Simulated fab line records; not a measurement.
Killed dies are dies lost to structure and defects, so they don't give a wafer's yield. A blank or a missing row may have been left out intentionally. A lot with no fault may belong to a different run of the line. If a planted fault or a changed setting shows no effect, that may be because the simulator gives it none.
Matching of chambers ; flow gf180mcu ; GF_HV_LDD_ETCHBACK_58 on rie_diel-02 has 4 sister chambers
The step etches Si3N4 in CH3F/O2, stops on SiO2, time 100 s, target depth 90 nm. 8 wafers are shown with their chamber, then 8 later ones without.

WAFERS WITH THEIR CHAMBER
wafer;chamber;drypump_motor_current_A (A);rf_fwd_power_W (W)
L505.6;0;5.5;400.3
L506.2;3;4.7;396.5
L506.3;2;5.1;396.2
L506.5;0;5.6;399.4
L516.1;2;5.1;397.9
L516.2;3;4.7;396.6
L516.3;1;5.0;396.2
L518.2;1;5.0;397.9

WAFERS WITHOUT THEIR CHAMBER
wafer;drypump_motor_current_A (A);rf_fwd_power_W (W)
L518.3;5.6;399.0
L518.6;5.1;397.1
L521.1;4.7;397.2
L521.3;5.0;398.2
L521.6;5.1;397.9
L525.1;5.1;399.9
L525.2;4.7;399.1
L525.4;5.5;397.2

CHAMBER TAKEN BY EACH
wafer;from the rows above;in truth
L518.3;0;0
L518.6;2;2
L521.1;3;3
L521.3;can't be placed: 1 or 2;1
L521.6;2;2
L525.1;can't be placed: 2 or 1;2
L525.2;3;3
L525.4;0;0
6 of 8 placed correctly. From these rows, 2 cannot be placed; in 2 the true chamber is one of the candidates. Number placed wrongly: 0.
How it was worked out, from the rows above alone: a wafer's distance from a chamber is the root of the sum, over the readings, of the square of ((its reading less the chamber's mean) divided by the reading's scatter). The wafer belongs to the nearest chamber; if the next one is less than 2 further off, it can't be placed. For every chamber, the mean is computed from those of its wafers that are shown. The scatter: take each reading less its chamber's mean, square it, sum over the shown wafers, divide by the number of wafers less the number of chambers, and take the root.
